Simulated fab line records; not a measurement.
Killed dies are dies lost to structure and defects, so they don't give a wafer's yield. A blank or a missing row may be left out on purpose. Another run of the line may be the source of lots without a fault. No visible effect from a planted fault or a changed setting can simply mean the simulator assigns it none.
A struck lot beside a sound one    flow sfq_line    14 out of 325 route steps
Sound: wafers L805.4, L805.5, L805.6. The struck wafers were L791.3, L791.4, L791.5. The cause comes at the end.
For every step that has rows: the tool of each side, followed by ch and its chambers, followed by its first start. Under that, the readings that differ: sound wafers    struck wafers    difference of the means    sigmas: that difference in standard deviations of wafers without a fault.
alike: a reading whose means differ by less than 2 such deviations, as well as words and numbers matching on both sides. not compared: withheld readings; readings where some wafer has no value; bounds like >300 that might hide an equal value; numbers whose values overlap and for which the record gives no deviation.
A row with sigmas, a row that says differs or no value, or rows on one side alone: a step with any of these is where the two part. Non-overlapping numbers with no deviation appear without sigmas and do not part them. A reading missing from all wafers of one side parts the sides only when that side holds two or more wafers.

first, 6 steps without rows for these wafers: SFQ_TRILAYER_M3_LITHO_COAT_080 (resist thk 62 nm); SFQ_TRILAYER_M3_LITHO_COAT_075 (resist thk 600 nm); SFQ_TRILAYER_M3_LITHO_SOFTBAKE_079; SFQ_TRILAYER_M3_LITHO_EXPOSE_076 (exposes mask M3, target cd 500 nm); SFQ_TRILAYER_M3_LITHO_PEB_078 (peb time 60 s); SFQ_TRILAYER_M3_LITHO_DEVELOP_077 (time 60 s).
SFQ_M3_OVL_MEAS_921:
  sound on overlay-02 at day 49 00:59; struck on overlay-02 at day 36 16:10
  alike: M3_OVL
SFQ_TRILAYER_M3_BARC_OPEN_METAL_ETCH_100: etches BARC in O2, target depth 125 nm, time 41.7 s.
  sound on rie_metal-01 ch 0,1, day 49 01:01; struck on rie_metal-01 ch 0,1, day 36 16:13
  alike: drypump_motor_current_A, oes_product_au
  not compared: rf_hours_counter_h
SFQ_TRILAYER_M3_ETCH_METAL_ETCH_078: etches Nb in Cl2/Ar, stops on SiO2, target depth 240 nm, time 120 s.
  sound on rie_metal-01 ch 0,1, day 49 01:06; struck on rie_metal-01 ch 0,1, day 36 16:17
  alike: drypump_motor_current_A, oes_product_au
  not compared: rf_hours_counter_h
SFQ_TRILAYER_M3_STRIP_STRIP_079: strips in O2.
  sound on rie_metal-01 ch 0,1, day 49 01:23; struck on rie_metal-01 ch 0,1, day 36 16:34
  alike: drypump_motor_current_A, oes_product_au
  not compared: rf_hours_counter_h
then, 1 step without rows for these wafers: SFQ_TRILAYER_M3_STRIP_SOLV_CLEAN_080 (cleans in NMP, time 600 s).
SFQ_TRILAYER_I3_DEP_PECVD_081: deposits SiO2 from SiH4/N2O, time 111.11 s, target thk 500 nm.
  sound on pecvd-04 ch 0,1,2, day 49 02:00; struck on pecvd-03 ch 1,2, day 36 17:09
reading                                              sound              struck             difference  sigmas
heater_power_w (W)                                   110 98 81          60 33 65           -44         -2
rf_fwd_power_W (W)                                   181.8 182.0 182.2  212.3 212.2 212.8  +30.4       +49
showerhead_vpp_V (V)                                 828 783 833        887 951 889        +94         +3
model.SiO2_of_TRILAYER_I3_DEP_PECVD_081.thk_nm (nm)  499.6 495.7 498.7  515 529.3 526.3    +26         
  alike: throttle_valve_pct
SFQ_TRILAYER_I3_CMP_CMP_082: polishes SiO2.
  sound on cmp-01 ch 2,3, day 49 06:41; struck on cmp-01 ch 0,3, day 37 04:17
reading                 sound        struck       difference  sigmas
time_to_endpoint_s (s)  208 210 209  223 233 225  +18         +3
  alike: motor_current_A, slurry_filter_dp_kPa
SFQ_I3_BOW_MEAS_922:
  sound on film_metro-03 at day 49 09:45; struck on film_metro-01 at day 37 06:49
  alike: I3_BOW

== WHERE THEY PART ==
At SFQ_TRILAYER_I3_DEP_PECVD_081 first; at SFQ_TRILAYER_I3_CMP_CMP_082 last (within this record only). Later steps at which nothing parts them and some readings are alike: SFQ_I3_BOW_MEAS_922.

WHY: the cause the simulator had injected
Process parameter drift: pecvd-03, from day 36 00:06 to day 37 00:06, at SFQ_TRILAYER_I3_DEP_PECVD_081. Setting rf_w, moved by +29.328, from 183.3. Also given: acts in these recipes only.
